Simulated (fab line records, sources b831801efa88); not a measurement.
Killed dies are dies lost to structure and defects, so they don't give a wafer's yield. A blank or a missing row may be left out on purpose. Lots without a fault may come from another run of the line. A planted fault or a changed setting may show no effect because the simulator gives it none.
One fault seen from 2 desks | flow sky130 | each desk has only its own numbers; what lay behind them comes last

THE TOOL OWNER'S DESK: litho_track-04
The tool's own readings at SKY_SD_P_DEHYDRATE_00 (time 60 s): means of the sampled wafers that have a number, for each lot that ran on this tool. A lot is out of limits, marked OUT, if its mean lies more than 4 standard deviations from the usual mean; the brackets give that distance.
Columns: A = heater_power_total_W at SKY_SD_P_DEHYDRATE_00, usual 160.38 W; B = plate_temp_C at SKY_SD_P_DEHYDRATE_00, usual 200.00 C
lot  | first seen here | A                | B
L755 | day 27 10:21    | 160.35           | 200.00
L760 | day 28 15:19    | 157.95 (-19) OUT | 197.65 (-15) OUT
L762 | day 29 05:49    | 157.95 (-19) OUT | 197.60 (-15) OUT
This desk's finding: out of limits on L760, L762; first on L760, day 28 15:19 (heater_power_total_W at SKY_SD_P_DEHYDRATE_00). In limits: L755.

THE METROLOGY DESK
What the gauges read, lot by lot, whatever tool the lot ran on: means of the sampled wafers that have a number. A lot is out of limits, marked OUT, if its mean lies more than 4 standard deviations from the usual mean; the brackets give that distance.
Columns: A = POLY_CUT_OVL at SKY_POLY_CUT_OVL_MEAS_09, usual -4 nm
lot  | first seen here | A
L750 | day 24 14:04    | -3
L751 | day 24 16:37    | -10
L752 | day 25 06:10    | 4
L755 | day 26 20:50    | -1
L756 | day 26 23:43    | 4
L759 | day 27 23:46    | -3
L760 | day 28 01:53    | -7
L762 | day 28 15:49    | -8
L764 | day 29 13:25    | -0
L767 | day 30 00:51    | -2
L768 | day 30 15:28    | -1
L772 | day 31 20:43    | -5
L773 | day 32 03:10    | 0
This desk's finding: nothing out of limits on any of the 13 lots.

PUT TOGETHER
The tool owner's desk could have raised an alarm at day 28 15:19, on L760, L762.
The metrology desk saw nothing out of limits.
The metrology desk has L760, L762 on record, within its limits.
Of the lots named, all ran SKY_SD_P_DEHYDRATE_00 on litho_track-04.

WHAT THE SIMULATOR HAD PUT IN
Process parameter drift: litho_track-04, from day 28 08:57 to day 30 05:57, at SKY_SD_P_DEHYDRATE_00. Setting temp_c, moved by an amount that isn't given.
Lots struck among those shown: L760, L762.
Hours from the fault's start to each desk's first reading out of limits: the tool owner's desk, 6.
